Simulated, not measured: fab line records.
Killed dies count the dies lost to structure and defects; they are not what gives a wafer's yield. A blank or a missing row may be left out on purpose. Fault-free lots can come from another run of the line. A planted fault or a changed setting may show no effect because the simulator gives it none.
Problem report, 8D (eight disciplines) form, completed by code || flow gf180mcu || the parts of the form that need people (team, actions taken, sign-off) are left out

## 1. THE PROBLEM
At GF_STI_WET_ETCH_17, run length s averages 295 s over 6 wafers from 2 lots, while fault-free wafers read 542 s, standard deviation 3.6. Measured from the usual mean, that is -69 standard deviations.
The step: etches Si3N4 in H3PO4, target depth 45 nm, time 514 s.
First observed at day 5 17:32: wafer L476.2, on wet bench-03. The record holds 18 wafers of 6 lots with a number at this step. Rule for "out" (also "out of limits"): further than 4 standard deviations from the usual mean. Any other wafer with a number is counted as sound.

## 2. WHAT THIS IS AND IS NOT
{"question": "which readings at this step", "is": "run length s", "is not": "temp c"}
{"question": "which lots", "is": "L476, L480", "is not": "L473, L474, L475, L482"}
{"question": "which wafers of those lots", "is": "all that have a number", "is not": "-"}
{"question": "read on which tools", "is": "wet bench-03", "is not": "wet bench-01"}
{"question": "when", "is": "from day 5 17:32", "is not": "up to then (9 sound wafers); but 3 sound wafers of L482 came after"}

## 3. SUSPECTS, AND WHAT RULES EACH OUT
Counting: any tool at a process step up to the reading is kept as a suspect provided that every lot that is out went through it and no sound lot did after the first of them.
- rie diel-01 at GF_STI_ETCH_13 (etches the open film in CHF3/O2, stops on Si, target depth 282.31 nm, time 112.9 s): kept. All lots that are out passed through it, beginning with L476 at day 5 17:16, and no sound lot followed; its final sound lot before that point was L475 at day 5 11:13.
- wet bench-03 at GF_STI_WET_ETCH_17 (etches Si3N4 in H3PO4, target depth 45 nm, time 514 s): kept. All lots that are out passed through it, beginning with L476 at day 5 17:32, and no sound lot followed; its final sound lot before that point was L473 at day 5 02:02. Its own readings are out on those wafers: run length s.
The count leaves wet bench-03 at GF_STI_WET_ETCH_17 and rie diel-01 at GF_STI_ETCH_13.

## 4. THE CAUSE (what the simulator had put in)
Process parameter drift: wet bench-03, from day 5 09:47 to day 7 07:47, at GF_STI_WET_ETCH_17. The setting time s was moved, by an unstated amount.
This tool is one of the 2 suspects left after counting.

## 5. THE EFFECT CHAIN, in route order
Each row: a reading where the mean over the struck wafers with a number is more than 3 standard deviations away from the usual. Scope: only readings with a usual standard deviation given in the record; hours: median across lots of the time from each lot's start at the first step in this table that gives one to its start at this step; sigmas: change in usual standard deviations.
{"hours": 0, "step": "GF_STI_WET_ETCH_17", "reading": "run length s", "usual": "542 s", "on struck wafers": 295, "change": -247, "sigmas": -69}
It contains these process steps:
- GF_STI_WET_ETCH_17: etches Si3N4 in H3PO4, target depth 45 nm, time 514 s.
At these later measuring or inspecting steps, every struck wafer for which the step has a row has a number for every such reading, and none has moved that far: GF_STI_THK_MEAS_22, GF_STI_THK_MEAS_24.

## 6. HOW IT WOULD HAVE BEEN CAUGHT EARLIER
In this record no reading fell out of limits until day 5 17:32, 8 hours after the fault had begun at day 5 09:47.
